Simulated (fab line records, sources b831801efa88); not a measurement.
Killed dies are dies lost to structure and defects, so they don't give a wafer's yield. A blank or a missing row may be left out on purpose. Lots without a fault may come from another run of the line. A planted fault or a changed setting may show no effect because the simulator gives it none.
Which tool did it? | flow gf180mcu | 7 lots, 21 wafers sampled, at 3 steps of a route of 602

WHAT THE GAUGES READ, wafer by wafer
GF_VT_IMPLANT_TW_MEAS_10.
lot  | measured     | on            | VT_IMPLANT_TW
L350 | day 5 20:16  | film_metro-01 | 556.8 560.8 559.9
L353 | day 6 16:02  | film_metro-01 | 562.8 561.1 563.0
L356 | day 7 10:14  | film_metro-04 | 554.0 555.5 555.4
L358 | day 8 01:15  | film_metro-04 | 559.5 557.1 556.9
L364 | day 9 12:22  | film_metro-04 | 559.8 557.4 555.9
L370 | day 11 02:34 | film_metro-04 | 559.8 560.1 563.1
L372 | day 11 13:29 | film_metro-01 | 563.7 565.4 562.6

WHICH TOOL RAN EACH LOT (tool, then ch and the chambers of the sampled wafers, then the start)
lot  | GF_STI_ETCH_13                    | GF_MVPSD_DEVELOP_06
L350 | rie_diel-04 ch 0,1, day 2 07:33   | litho_track-01 ch 0, day 5 05:00
L353 | rie_diel-04 ch 0,1, day 2 21:37   | litho_track-04 ch 0, day 5 23:00
L356 | rie_diel-04 ch 1,3, day 3 12:01   | litho_track-04 ch 0, day 6 17:00
L358 | rie_diel-04 ch 0,3, day 4 00:20   | litho_track-04 ch 0, day 7 07:00
L364 | rie_diel-01 ch 0,1,2, day 5 06:47 | litho_track-01 ch 0, day 8 18:00
L370 | rie_diel-04 ch 0,1, day 6 14:34   | litho_track-01 ch 0, day 10 07:00
L372 | rie_diel-01 ch 0,1,3, day 7 00:15 | litho_track-01 ch 0, day 10 18:00
- GF_STI_ETCH_13: etches the open film in CHF3/O2, stops on Si, target depth 282.31 nm, time 112.9 s.
- GF_MVPSD_DEVELOP_06: develop time 60 s.

THE ANSWER, worked out from the rows above alone
Rule: what is usual is taken from the lots themselves. Put in order of their means at a reading, lots are off if they are a third of the lots or fewer, leave a main group of 4 or more, and stand apart from it by a gap of 3 or more times the standard deviation of the main group's means; of several such gaps the widest counts. A main group whose means are all the same, to the digits that the tables above print for the reading, isn't used. A lot without any number at a reading at which 4 lots or more have one is off too. The other lots that the step has rows for count as sound.
No lot is off at any reading shown: from this, nothing can be told.

WHAT THE SIMULATOR HAD PUT IN
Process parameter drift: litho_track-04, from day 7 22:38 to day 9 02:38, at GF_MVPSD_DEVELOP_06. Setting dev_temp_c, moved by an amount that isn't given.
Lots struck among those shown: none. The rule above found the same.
